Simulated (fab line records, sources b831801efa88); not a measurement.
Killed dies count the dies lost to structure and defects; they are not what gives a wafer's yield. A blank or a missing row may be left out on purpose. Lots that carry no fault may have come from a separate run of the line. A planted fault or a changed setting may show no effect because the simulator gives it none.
Struck lot and sound lot, side by side -- flow sky130 -- 30 out of 708 route steps
Sound: wafers L307.1, L307.3, L307.4. Struck: wafer L313.5 (L313.1, L313.3, from the same lot, were not struck and are left out); the cause is given at the end.
Per side, at each step with rows, come the tool, then ch with its chambers, and then its first start. Under that, the readings that differ: sound wafers -- struck wafers -- difference of the means -- sigmas: that difference in standard deviations of wafers without a fault.
alike: words and numbers the same on both sides, and readings whose means are apart by under 2 such deviations; not compared: readings that were withheld, readings missing a value for some wafer, numbers with overlapping values and no deviation given by the record, and bounds like >300 which may hide the same value.
Wherever a step has rows on one side only, a row that says differs or no value, or a row with sigmas, the two part there. Non-overlapping numbers with no deviation appear without sigmas and do not part them. A reading missing from all wafers of one side parts the sides only when that side holds two or more wafers.

first, 6 steps without rows for these wafers: SKY_SD_N_IMPLANT_10; SKY_SD_N_STRIP_11 (strips in O2/N2); SKY_SD_N_CLEAN_13 (cleans in SC1/SC2, time 150 s); SKY_SD_N_RTA_14 (time 2 s); SKY_SALICIDE_CLEAN_00 (cleans in HF-last, time 30 s); SKY_LI_CONTACT_HDPCVD_00 (deposits PSG, target thk 930 nm, time 155 s).
SKY_LI_CONTACT_CMP_02: polishes PSG.
  sound on cmp-01 ch 0,2,3, day 29 08:25; struck on cmp-01 ch 2, day 31 05:17
  alike: motor-current-A, retaining-ring-pressure-frac, time-to-endpoint-s
then, 22 steps without rows for these wafers: SKY_LI_CONTACT_DEHYDRATE_04 (time 60 s); SKY_LI_CONTACT_HMDS_05 (prime time 60 s); SKY_LI_CONTACT_COAT_06 (resist thk 60 nm); SKY_LI_CONTACT_COAT_07 (resist thk 450 nm); SKY_LI_CONTACT_SOFTBAKE_08 (time 90 s); SKY_LI_CONTACT_EXPOSE_09 (exposes mask LICM1, target cd 170 nm); SKY_LI_CONTACT_PEB_10; SKY_LI_CONTACT_DEVELOP_11 (develop time 60 s); SKY_LI_CONTACT_ETCH_14 (etches BARC in N2/H2, stops on SiO2, time 45.9 s, target depth 60 nm); SKY_LI_CONTACT_ETCH_15 (etches PSG in C4F8/O2/Ar, stops on Si, target depth 600 nm); SKY_LI_CONTACT_STRIP_16 (strips in O2/N2); SKY_LI_CONTACT_CLEAN_17 (cleans in NMP, time 600 s); SKY_LI_CONTACT_PRE_CLEAN_18 (time 5.6 s); SKY_LI_CONTACT_SPUTTER_19 (material Ti, target thk 20 nm, time 106.37 s); SKY_LI_CONTACT_SPUTTER_20 (material TiN, target thk 20 nm, time 76.81 s); SKY_LI_CONTACT_CVD_21 (deposits W, target thk 400 nm, time 120.56 s); SKY_LI_CONTACT_CMP_24 (polishes, stops on PSG, t overpolish 20 s, target thk 0 nm); SKY_LOCAL_INTERCONNECT_SPUTTER_00 (material TiN, target thk 100 nm, time 83.3 s); SKY_LOCAL_INTERCONNECT_DEHYDRATE_03 (time 60 s); SKY_LOCAL_INTERCONNECT_HMDS_04 (prime time 60 s); SKY_LOCAL_INTERCONNECT_COAT_05 (resist thk 60 nm); SKY_LOCAL_INTERCONNECT_COAT_06 (resist thk 450 nm).
-- record jumps: 17 days separate the struck wafers' starts on either side; left off in module LOCAL_INTERCONNECT, taken up again in module PAD_OPEN, whose first shown step is the route's number 708 --
SKY_PAD_OPEN_PROBE_99:
  rows exist in the record for the struck wafers here (prober-02, day 48 05:10), but not for the sound ones

== WHERE THEY PART ==
Only at SKY_PAD_OPEN_PROBE_99, as far as this record shows.

WHY: whatever the simulator had introduced
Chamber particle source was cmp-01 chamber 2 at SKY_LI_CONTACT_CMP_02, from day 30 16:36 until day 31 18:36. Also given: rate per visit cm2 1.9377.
